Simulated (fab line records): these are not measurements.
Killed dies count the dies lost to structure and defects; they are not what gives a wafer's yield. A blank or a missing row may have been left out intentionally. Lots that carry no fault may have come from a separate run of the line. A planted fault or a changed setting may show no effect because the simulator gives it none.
Chamber matching ; flow gf180mcu ; GF_CONTACT_CMP_04 on cmp-01 has 4 sister chambers
The step polishes SiO2. 14 wafers are shown with their chamber, then 7 later ones without.

WAFERS WITH THEIR CHAMBER
wafer;chamber;motor_current_A (A);time_to_endpoint_s (s);platen_rpm (rpm)
L986.1;2;10.4;119;60.05
L986.5;2;10.8;124;60.15
L986.6;3;12.2;113;59.97
L991.1;1;12.9;104;60.04
L991.4;2;10.4;117;59.96
L991.5;0;10.0;122;60.06
L992.1;1;12.1;105;60.00
L992.2;3;12.4;102;59.99
L992.6;2;10.3;114;59.96
L994.1;0;10.5;122;60.06
L994.5;3;12.3;116;59.97
L994.6;2;10.4;124;59.99
L100.1;0;10.4;123;59.87
L100.4;1;13.4;118;59.96

SIGNATURES (averages over the wafers above)
reading;chamber 0;chamber 1;chamber 2;chamber 3;scatter within a chamber
motor_current_A;10.300;12.800;10.460;12.300;0.342
time_to_endpoint_s;122.33;109.00;119.60;110.33;5.55
platen_rpm;59.9967;60.0000;60.0220;59.9767;0.0731
Rule: a wafer's distance from a chamber is the root of the sum, over the readings, of the square of ((its reading less the chamber's mean) divided by the reading's scatter). If the next closest chamber is less than 2 further off than the closest, the wafer can't be placed; otherwise it belongs to the closest. The scatter is the square root of a quotient: the sum, over the shown wafers, of each reading's squared deviation from its chamber's mean, divided by wafers minus chambers.

WAFERS MISSING THEIR CHAMBER
wafer;motor_current_A (A);time_to_endpoint_s (s);platen_rpm (rpm)
L100.6;10.7;122;60.01
L101.1;10.2;122;59.98
L101.4;10.3;134;59.98
L101.6;10.6;121;60.04
L102.1;11.9;107;59.99
L102.2;11.9;109;60.00
L102.3;10.3;118;59.99

CHAMBER TAKEN BY EACH
wafer;from the rows above;in truth
L100.6;can't be placed: 2 or 0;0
L101.1;can't be placed: 0 or 2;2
L101.4;can't be placed: 0 or 2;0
L101.6;can't be placed: 2 or 0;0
L102.1;can't be placed: 3 or 1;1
L102.2;can't be placed: 3 or 1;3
L102.3;can't be placed: 2 or 0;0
Correct placement for 0 of the 7. Not placeable from these rows: 7 (in 7, the candidates include the true chamber). Placed wrongly: 0.
